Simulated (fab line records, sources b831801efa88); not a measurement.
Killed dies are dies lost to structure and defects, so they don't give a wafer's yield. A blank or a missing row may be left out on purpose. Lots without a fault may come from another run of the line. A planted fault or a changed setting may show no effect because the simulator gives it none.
A struck lot beside a sound one | flow sky130 | 19 steps out of a route of 708
Sound: wafers L253.1, L253.4, L253.5. Struck: wafers L269.3, L269.5, L269.6. The cause comes at the end.
At each step with rows: each side's tool, then ch and its chambers, then its first start. Under that, the readings that differ: sound wafers | struck wafers | difference of the means | sigmas: that difference in standard deviations of wafers without a fault.
alike: readings whose means differ by less than 2 such deviations, and words and numbers that are the same on both sides. not compared: withheld readings, readings that some wafer has no value for, bounds like >300 that may hide the same value, and numbers for which the record gives no deviation and whose values overlap.
The two part at a step that has a row with sigmas, a row that says differs or no value, or rows on one side only. Numbers that don't overlap but have no deviation are shown without sigmas and don't part them. A reading that every wafer of one side lacks parts them only if that side has two wafers or more.

first, 4 steps without rows for these wafers: SKY_METAL3_STRIP_20 (strips in post etch residue remover, time 1200 s); SKY_METAL3_CLEAN_21 (cleans in IPA, time 180 s); SKY_METAL3_CLEAN_22 (cleans in O3/DIW); SKY_VIA3_HDPCVD_00 (deposits SiO2, target thk 1635 nm, time 272.5 s).
SKY_VIA3_THK_MEAS_01:
  sound on film_metro-03, day 39 22:53; struck on film_metro-02, day 44 05:10
  alike: VIA3_HDPCVD_THK
SKY_VIA3_CMP_02: polishes SiO2.
  sound on cmp-02 ch 0,2,3, day 39 23:03; struck on cmp-02 ch 2,3, day 44 05:16
  alike: head_pressure_psi, motor_current_A
SKY_VIA3_BOW_MEAS_03:
  sound on film_metro-02, day 39 23:15; struck on film_metro-02, day 44 05:33
  alike: VIA3_BOW
then, 5 steps without rows for these wafers: SKY_VIA3_DEHYDRATE_04 (time 60 s); SKY_VIA3_HMDS_05 (prime time 60 s); SKY_VIA3_COAT_06 (resist thk 60 nm); SKY_VIA3_COAT_07 (resist thk 450 nm); SKY_VIA3_SOFTBAKE_08 (time 90 s).
SKY_VIA3_EXPOSE_09: exposes mask VIM3, target cd 200 nm.
  sound on krf_scanner-01 ch 0, day 40 11:27; struck on krf_scanner-01 ch 0, day 44 16:52
  reading                      | sound                | struck         | difference | sigmas
  model.VIA3.overlay_x_nm (nm) | -3.059 -3.059 -3.059 | 89.3 89.3 89.3 | +92.4      |
  alike: mask, focus_offset_nm
then, 2 steps without rows for these wafers: SKY_VIA3_PEB_10; SKY_VIA3_DEVELOP_11 (develop time 60 s).
SKY_VIA3_CD_MEAS_12: target cd 200 nm.
  sound on cd_sem-01, day 40 22:38; struck on cd_sem-01, day 45 03:29
  alike: cd_nm
SKY_VIA3_OVL_MEAS_13:
  sound on overlay-01, day 40 22:46; struck on overlay-01, day 45 03:35
  reading       | sound     | struck   | difference | sigmas
  VIA3_OVL (nm) | -10 -4 -9 | 88 86 79 | +92        | +15
SKY_VIA3_ETCH_14: etches BARC in N2/H2, stops on SiO2, time 45.9 s, target depth 60 nm.
  sound on rie_diel-01 ch 0,1,3, day 40 22:48; struck on rie_diel-04 ch 2,3, day 45 03:37
  reading                | sound                | struck               | difference | sigmas
  throttle_valve_pct (%) | 13.212 13.218 13.216 | 13.224 13.245 13.240 | +0.021     | +2
  alike: bias_w, chamber_pressure_mTorr, drypump_motor_current_A, oes_product_au
  not compared: rf_hours_counter_h
-- the record jumps here: 5 days lie between the struck wafers' starts before and after (it left off in module VIA3 and takes up again in module PAD_OPEN, whose first step shown is number 708 of the route) --
SKY_PAD_OPEN_PROBE_99:
  sound on prober-02, day 46 21:07; struck on prober-02, day 50 09:10
  reading                       | sound            | struck           | difference | sigmas
  model.etest.via3_chain.rc_ohm | 9.089 9.502 9.62 | 10.38 10.3 10.56 | +1.01      |
  alike: defect_limited_yield, killed_at_M0_to_M3, killed_at_M4_up, killed_at_contacts, killed_at_front_end, killed_at_other, killed_dies, killed_open, killed_short, sort_bin_3_pad_short, sort_bin_5_function, sort_bin_6_memory, sort_n_pass, sort_yield_pct

WHERE THEY PART
First at SKY_VIA3_OVL_MEAS_13; last, within this record, at SKY_VIA3_ETCH_14. Later steps at which nothing parts them and some readings are alike: SKY_PAD_OPEN_PROBE_99.

WHY: what the simulator had put in
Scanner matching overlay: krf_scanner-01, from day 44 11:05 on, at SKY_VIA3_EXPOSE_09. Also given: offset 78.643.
